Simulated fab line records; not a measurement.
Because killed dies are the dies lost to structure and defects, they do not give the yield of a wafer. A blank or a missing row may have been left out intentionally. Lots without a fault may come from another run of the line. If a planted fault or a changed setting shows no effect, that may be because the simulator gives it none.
The tool behind it: which one? + flow sky130 + Sampling: 14 lots, 42 wafers, 5 of 708 route steps

## WHAT EACH GAUGE READ, for each wafer
SKY_FIELD_ISO_BOW_MEAS_00. Usual: INCOMING_BOW typically reads 1 um, with standard deviation 5.7.
| lot  | measured    | on            | INCOMING_BOW (um) | flag |
|------|-------------|---------------|-------------------|------|
| L314 | day 1 10:02 | film_metro-02 | 11 5 1            |      |
| L315 | day 1 15:00 | film_metro-02 | 2 1 3             |      |
| L316 | day 1 20:00 | film_metro-03 | -1 -4 4           |      |
| L317 | day 2 01:02 | film_metro-02 | 7 -5 0            |      |
| L318 | day 2 06:01 | film_metro-01 | -5 -6 -5          |      |
| L319 | day 2 11:03 | film_metro-01 | 3 2 4             |      |
| L321 | day 2 21:02 | film_metro-01 | -7 13 -3          |      |
| L322 | day 3 02:04 | film_metro-03 | 2 9 -10           |      |
| L325 | day 3 17:02 | film_metro-03 | 4 4 3             |      |
| L328 | day 4 08:00 | film_metro-02 | -3 7 0            |      |
| L330 | day 4 18:00 | film_metro-02 | 8 7 3             |      |
| L333 | day 5 09:00 | film_metro-03 | -1 1 0            |      |
| L334 | day 5 14:00 | film_metro-02 | 1 2 -4            |      |
| L335 | day 5 19:00 | film_metro-03 | -1 6 6            |      |

SKY_FIELD_ISO_THK_MEAS_04. Usual: FIELD_ISO_CVD_03_THK typically reads 165.6 nm, with standard deviation 1.4.
| lot  | measured    | on            | FIELD_ISO_CVD_03_THK (nm) | flag |
|------|-------------|---------------|---------------------------|------|
| L314 | day 1 14:11 | film_metro-01 | 163.0 163.9 164.8         |      |
| L315 | day 1 18:35 | film_metro-03 | 165.6 164.5 166.5         |      |
| L316 | day 2 00:08 | film_metro-02 | 165.5 165.1 165.8         |      |
| L317 | day 2 07:10 | film_metro-02 | 165.2 163.8 165.0         |      |
| L318 | day 2 11:04 | film_metro-03 | 164.9 166.3 164.8         |      |
| L319 | day 2 16:43 | film_metro-03 | 166.1 164.4 164.2         |      |
| L321 | day 3 01:25 | film_metro-02 | 166.3 165.7 166.7         |      |
| L322 | day 3 08:59 | film_metro-01 | 166.2 166.0 166.8         |      |
| L325 | day 3 22:02 | film_metro-03 | 164.7 164.6 165.1         |      |
| L328 | day 4 11:29 | film_metro-03 | 166.0 164.8 164.1         |      |
| L330 | day 4 23:09 | film_metro-01 | 165.3 166.0 166.5         |      |
| L333 | day 5 13:47 | film_metro-03 | 165.3 166.9 165.4         |      |
| L334 | day 5 20:50 | film_metro-02 | 167.3 166.9 168.1         |      |
| L335 | day 5 23:49 | film_metro-01 | 163.1 164.2 164.6         |      |

SKY_FIELD_ISO_THK_MEAS_23. Usual: FIELD_ISO_OXIDATION_01_THK typically reads 10.00 nm, with standard deviation 0.18.
| lot  | measured    | on            | FIELD_ISO_OXIDATION_01_THK (nm) | flag |
|------|-------------|---------------|---------------------------------|------|
| L314 | day 2 07:40 | film_metro-02 | 10.35 10.10 10.35               |      |
| L315 | day 2 13:20 | film_metro-02 | 9.97 9.99 9.96                  |      |
| L316 | day 3 00:43 | film_metro-01 | 10.16 10.04 10.17               |      |
| L317 | day 3 00:46 | film_metro-02 | 9.82 9.91 10.00                 |      |
| L318 | day 3 07:23 | film_metro-02 | 9.76 9.96 10.02                 |      |
| L319 | day 3 11:46 | film_metro-01 | 9.90 10.08 10.13                |      |
| L321 | day 3 18:52 | film_metro-01 | 10.09 10.05 9.93                |      |
| L322 | day 4 02:52 | film_metro-01 | 10.16 9.84 10.15                |      |
| L325 | day 4 16:46 | film_metro-03 | 10.39 10.40 10.25               |      |
| L328 | day 5 07:29 | film_metro-03 | 10.15 10.14 10.18               |      |
| L330 | day 5 18:41 | film_metro-03 | 9.89 10.18 9.97                 |      |
| L333 | day 6 10:38 | film_metro-01 | 9.96 9.97 10.00                 |      |
| L334 | day 6 18:50 | film_metro-03 | 10.30 10.29 10.13               |      |
| L335 | day 6 21:02 | film_metro-03 | 9.67 9.73 9.75                  |      |

SKY_LDD_HVP_OVL_MEAS_07. Usual: LDD_HVP_OVL typically reads 0.3 nm, with standard deviation 1.9.
| lot  | measured     | on         | LDD_HVP_OVL (nm) | flag |
|------|--------------|------------|------------------|------|
| L314 | day 21 17:17 | overlay-01 | -0.6 -1.7 -0.3   |      |
| L315 | day 22 11:59 | overlay-02 | 0.5 -0.1 -0.1    |      |
| L316 | day 23 04:51 | overlay-02 | 2.7 1.3 1.7      |      |
| L317 | day 23 04:48 | overlay-01 | -0.6 -3.4 -1.9   |      |
| L318 | day 23 13:48 | overlay-02 | 0.0 0.7 1.0      |      |
| L319 | day 23 20:30 | overlay-01 | -1.0 -2.6 -3.7   |      |
| L321 | day 24 05:15 | overlay-01 | 1.9 3.4 0.9      |      |
| L322 | day 24 18:09 | overlay-02 | -0.2 -2.3 -1.7   |      |
| L325 | day 27 03:52 | overlay-02 | 2.6 3.6 3.2      |      |
| L328 | day 27 05:23 | overlay-02 | - - -            | OFF  |
| L330 | day 27 11:36 | overlay-02 | - - -            | OFF  |
| L333 | day 28 10:11 | overlay-01 | 0.0 2.0 0.0      |      |
| L334 | day 29 02:11 | overlay-01 | 1.8 0.5 0.2      |      |
| L335 | day 29 00:32 | overlay-01 | -1.3 -1.1 -1.1   |      |

## EACH LOT AND THE TOOL THAT RAN IT (in order: tool; ch and the chambers of the sampled wafers; start)
| lot  | SKY_LDD_HVP_COAT_02               |
|------|-----------------------------------|
| L314 | litho_track-03 ch 0, day 21 01:15 |
| L315 | litho_track-03 ch 0, day 21 20:39 |
| L316 | litho_track-03 ch 0, day 22 12:18 |
| L317 | litho_track-04 ch 0, day 22 12:08 |
| L318 | litho_track-02 ch 0, day 22 22:37 |
| L319 | litho_track-04 ch 0, day 23 05:51 |
| L321 | litho_track-02 ch 0, day 23 14:47 |
| L322 | litho_track-04 ch 0, day 24 03:06 |
| L325 | litho_track-03 ch 0, day 26 12:42 |
| L328 | litho_track-02, day 26 14:26      |
| L330 | litho_track-02, day 26 20:53      |
| L333 | litho_track-04 ch 0, day 27 19:44 |
| L334 | litho_track-02 ch 0, day 28 12:23 |
| L335 | litho_track-03 ch 0, day 28 10:42 |
- SKY_LDD_HVP_COAT_02: resist thk 300 nm.

## WHAT THE TOOLS THEMSELVES READ (means of the sampled wafers that have a number; where no wafer has one, the mark that the record gives instead)
SKY_LDD_HVP_COAT_02. Usual: chill_plate_temp_C 22.98 C, standard deviation 0.11; dispense_pressure_kPa 49.5 kPa, standard deviation 1.7; resist_line_temp_C 22.99 C, standard deviation 0.11.
| lot  | tool           | chill_plate_temp_C (C) | dispense_pressure_kPa (kPa) | resist_line_temp_C (C) | flag |
|------|----------------|------------------------|-----------------------------|------------------------|------|
| L314 | litho_track-03 | 22.98                  | 51.4                        | 23.14                  |      |
| L315 | litho_track-03 | 23.08                  | 51.4                        | 23.02                  |      |
| L316 | litho_track-03 | 22.96                  | 51.4                        | 22.92                  |      |
| L317 | litho_track-04 | 23.07                  | 47.5                        | 23.07                  |      |
| L318 | litho_track-02 | 23.04                  | 50.1                        | 23.04                  |      |
| L319 | litho_track-04 | 22.94                  | 47.4                        | 23.00                  |      |
| L321 | litho_track-02 | 22.91                  | 50.1                        | 22.85                  |      |
| L322 | litho_track-04 | 23.08                  | 47.3                        | 23.03                  |      |
| L325 | litho_track-03 | 23.08                  | 51.4                        | 22.82                  |      |
| L328 | litho_track-02 | -                      | -                           | -                      | OFF  |
| L330 | litho_track-02 | -                      | -                           | -                      | OFF  |
| L333 | litho_track-04 | 23.04                  | 47.3                        | 22.99                  |      |
| L334 | litho_track-02 | 22.96                  | 50.1                        | 23.04                  |      |
| L335 | litho_track-03 | 23.00                  | 51.4                        | 23.01                  |      |

## THE ANSWER, worked out from the rows above alone
Rule: lot off if the mean of its wafers having a number is beyond 3 standard deviations from the usual mean. Also off: a lot with no number at a reading for which 4 or more lots have one. The other lots that the step has rows for count as sound. First the gauges in route order, then the tools' own readings, where a lot's mean is used as printed above. At the first step where some lot is off, the reading lying furthest off is the one used; lots without a number count as furthest.
Off: at SKY_LDD_HVP_OVL_MEAS_07 (LDD_HVP_OVL), L328, L330. Without a number there: L328, L330.
A tool fits if, at a process step before that reading, it ran every lot that is off, and no sound lot after the first of them. Not tried: the gauges at SKY_LDD_HVP_OVL_MEAS_07; whatever is off there is also off at SKY_LDD_HVP_COAT_02, on other tools, and gauge error can't account for it. Of those tried, none fits.

## WHAT WAS PUT IN BY THE SIMULATOR
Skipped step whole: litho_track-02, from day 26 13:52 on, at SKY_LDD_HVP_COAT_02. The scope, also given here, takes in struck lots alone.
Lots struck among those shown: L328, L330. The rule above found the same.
